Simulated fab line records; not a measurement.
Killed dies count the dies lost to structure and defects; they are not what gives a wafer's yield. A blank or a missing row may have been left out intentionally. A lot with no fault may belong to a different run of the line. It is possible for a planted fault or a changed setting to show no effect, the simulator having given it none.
One fault through the eyes of 2 desks    flow gf180mcu    only its own numbers are on each desk; what lay behind them is given at the end

DESK OF THE TOOL OWNER: rtp_anneal-01
The tool's own readings at GF_PSD_RTA_13 (time 20 s): means of the sampled wafers that have a number, for each lot that ran on this tool. If a lot's mean is further than 4 standard deviations from the usual mean, the lot is out of limits and carries the mark OUT (the distance appears in the brackets).
Columns: A = chamber_o2_ppm at GF_PSD_RTA_13, usual 2.004; B = lamp_power_pct at GF_PSD_RTA_13, usual 34.49 %; C = wafer_temp_C_max at GF_PSD_RTA_13, usual 1028.3
lot   first seen here  A      B                C
L642  day 14 06:56     2.001  34.61            1028.4
L643  day 14 17:23     2.025  34.64            1028.1
L644  day 15 02:13     1.995  34.60            1027.7
L647  day 15 22:20     2.004  34.61            1027.5
L652  day 17 18:04     2.014  38.40 (+20) OUT  1068.0 (+48) OUT
L653  day 18 01:46     2.018  38.37 (+19) OUT  1067.9 (+48) OUT
L660  day 20 14:40     2.002  34.66            1028.6
L661  day 21 01:44     2.019  34.65            1028.6
L662  day 21 09:13     2.006  34.63            1027.9
L663  day 21 18:44     2.015  34.66            1027.6
Finding of this desk: L652, L653 out of limits; the first was L652 at day 17 18:04, on lamp_power_pct at GF_PSD_RTA_13. Within limits: L642, L643, L644, L647, L660, L661, L662, L663.

FROM THE METROLOGY DESK
Means of the sampled wafers that have a number, per lot and without regard to the tool the lot ran on: this is what the gauges read. If a lot's mean is further than 4 standard deviations from the usual mean, the lot is out of limits and carries the mark OUT (the distance appears in the brackets).
Columns: A = cd_nm at GF_HV_LDD_CD_MEAS_19, usual 399.9 nm; B = HV_LDD_01_OVL at GF_HV_LDD_OVL_MEAS_20, usual 0.1 nm; C = HV_LDD_CVD_54_THK at GF_HV_LDD_THK_MEAS_55, usual 9.95 nm; D = NSD_RS at GF_PSD_RS_MEAS_14, usual 45.90 ohm/sq; E = PSD_RS at GF_PSD_RS_MEAS_15, usual 108.63 ohm/sq
lot   first seen here  A      B     C      D                E
L642  day 10 20:47     401.7  2.1   9.89   45.72            107.83
L643  day 11 05:05     403.4  -0.5  10.00  45.88            108.70
L644  day 11 13:30     399.5  0.4   9.88   45.83            108.38
L647  day 12 06:29     398.3  -0.2  9.97   45.80            108.49
L648  day 12 14:51     398.9  0.7   10.04  45.92            108.72
L649  day 12 19:29     397.1  -0.5  9.93   45.88            108.57
L651  day 13 13:02     405.8  1.6   9.85   45.84            108.66
L652  day 13 22:09     403.3  -0.5  9.94   40.21 (-60) OUT  92.17 (-57) OUT
L653  day 14 05:42     399.2  0.7   10.05  40.36 (-58) OUT  92.58 (-55) OUT
L660  day 16 11:30     397.5  -0.6  9.94   45.90            108.49
L661  day 16 22:02     399.9  0.3   9.95   45.94            108.61
L662  day 17 04:05     402.2  -1.1  10.09  45.91            108.71
L663  day 17 14:58     399.4  -0.2  9.75   45.97            108.59
This desk's result: L652, L653 out of limits, first on L652 (NSD_RS at GF_PSD_RS_MEAS_14), day 17 18:08. Within limits: L642, L643, L644, L647, L648, L649, L651, L660, L661, L662, L663.

PUT TOGETHER
An alarm could have come from the tool owner's desk at day 17 18:04, on L652, L653.
L652, L653 would have let the metrology desk raise an alarm at day 17 18:08.
Every lot named ran GF_PSD_RTA_13 on rtp_anneal-01.

WHAT THE SIMULATOR PUT IN
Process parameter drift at GF_PSD_RTA_13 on rtp_anneal-01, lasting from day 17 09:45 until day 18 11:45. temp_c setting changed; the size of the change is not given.
Struck lots among those shown: L652, L653.
Counting hours from when the fault started, the first reading out of limits came at 8 for the tool owner's desk and at 8 for the metrology desk.
